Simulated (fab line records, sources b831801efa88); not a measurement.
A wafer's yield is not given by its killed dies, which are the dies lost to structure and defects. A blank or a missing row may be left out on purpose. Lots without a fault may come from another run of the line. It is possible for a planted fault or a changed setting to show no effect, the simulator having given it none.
What tool caused it? -- flow gf180mcu -- 15 lots (45 wafers sampled), 1 step of a 602-step route

## WHAT EACH GAUGE READ, for each wafer
The record holds no reading of a measuring or inspecting step that can be judged against a usual standard deviation.

## WHAT TOOL EACH LOT RAN ON (gives the tool, then ch and the chambers of the sampled wafers, and finally the start)
lot,GF_SALICIDE_RTA_08
L547,"rtp-anneal-01 ch 0, day 14 23:21"
L548,"rtp-anneal-01 ch 0, day 15 14:34"
L549,"rtp-anneal-02 ch 0, day 15 22:39"
L551,"rtp-anneal-01, day 16 13:14"
L552,"rtp-anneal-02, day 16 22:39"
L553,"rtp-anneal-02, day 17 08:06"
L554,"rtp-anneal-02 ch 0, day 17 19:32"
L559,"rtp-anneal-02 ch 0, day 19 11:50"
L560,"rtp-anneal-01 ch 0, day 20 03:47"
L561,"rtp-anneal-02 ch 0, day 20 12:10"
L562,"rtp-anneal-02 ch 0, day 20 17:08"
L563,"rtp-anneal-02 ch 0, day 20 23:49"
L564,"rtp-anneal-02 ch 0, day 21 06:09"
L565,"rtp-anneal-02 ch 0, day 21 11:53"
L566,"rtp-anneal-01 ch 0, day 21 23:47"
- GF_SALICIDE_RTA_08: time 30 s.

## AS READ BY THE TOOLS THEMSELVES (means over the sampled wafers that have a number; for cases with no such wafer, the mark the record gives instead)
GF_SALICIDE_RTA_08. Usual: anneal-temp-c-max 803.4, standard deviation 0.62; chamber-o2-ppm 1.997, standard deviation 0.021; lamp-power-pct 17.2 %, standard deviation 1.1; wafer_temp_C_max 804.5, standard deviation 1.
lot,tool,anneal-temp-c-max,chamber-o2-ppm,lamp-power-pct (%),wafer_temp_C_max,flag
L547,rtp-anneal-01,803.2,1.997,18.5,805.5,
L548,rtp-anneal-01,803.2,1.981,18.5,805.7,
L549,rtp-anneal-02,803.3,2.017,16.1,805.1,
L551,rtp-anneal-01,-,-,-,-,OFF
L552,rtp-anneal-02,-,-,-,-,OFF
L553,rtp-anneal-02,-,-,-,-,OFF
L554,rtp-anneal-02,802.8,2.011,16.1,803.6,
L559,rtp-anneal-02,803.5,1.995,16.1,804.2,
L560,rtp-anneal-01,802.6,2.010,18.5,806.1,
L561,rtp-anneal-02,803.6,1.990,16.1,803.5,
L562,rtp-anneal-02,803.8,1.965,16.1,803.1,
L563,rtp-anneal-02,804.4,1.982,16.2,803.9,
L564,rtp-anneal-02,803.7,1.997,16.1,803.6,
L565,rtp-anneal-02,804.0,1.988,16.1,803.5,
L566,rtp-anneal-01,802.6,1.996,18.4,805.4,

## THE ANSWER, worked out from the rows above alone
Rule: a lot counts as off when the mean over its wafers that have a number is more than 3 standard deviations away from the usual mean. A lot without any number at a reading at which 4 lots or more have one is off too. All remaining lots with rows at the step are treated as sound. After the gauges, taken in route order, come the tools' own readings; for these a lot's mean is taken, as printed above. The first step at which some lot is off is used, and at that step the reading that is off furthest; a lot without a number counts as furthest.
Off, at GF_SALICIDE_RTA_08 on anneal-temp-c-max: L551, L552, L553. Without a number there: L551, L552, L553.
If a tool, at that step or one of the process steps before it, ran each lot that is off and ran no sound lot following the first of them, it fits. Of those tried, none fits.

## WHAT WAS PUT IN BY THE SIMULATOR
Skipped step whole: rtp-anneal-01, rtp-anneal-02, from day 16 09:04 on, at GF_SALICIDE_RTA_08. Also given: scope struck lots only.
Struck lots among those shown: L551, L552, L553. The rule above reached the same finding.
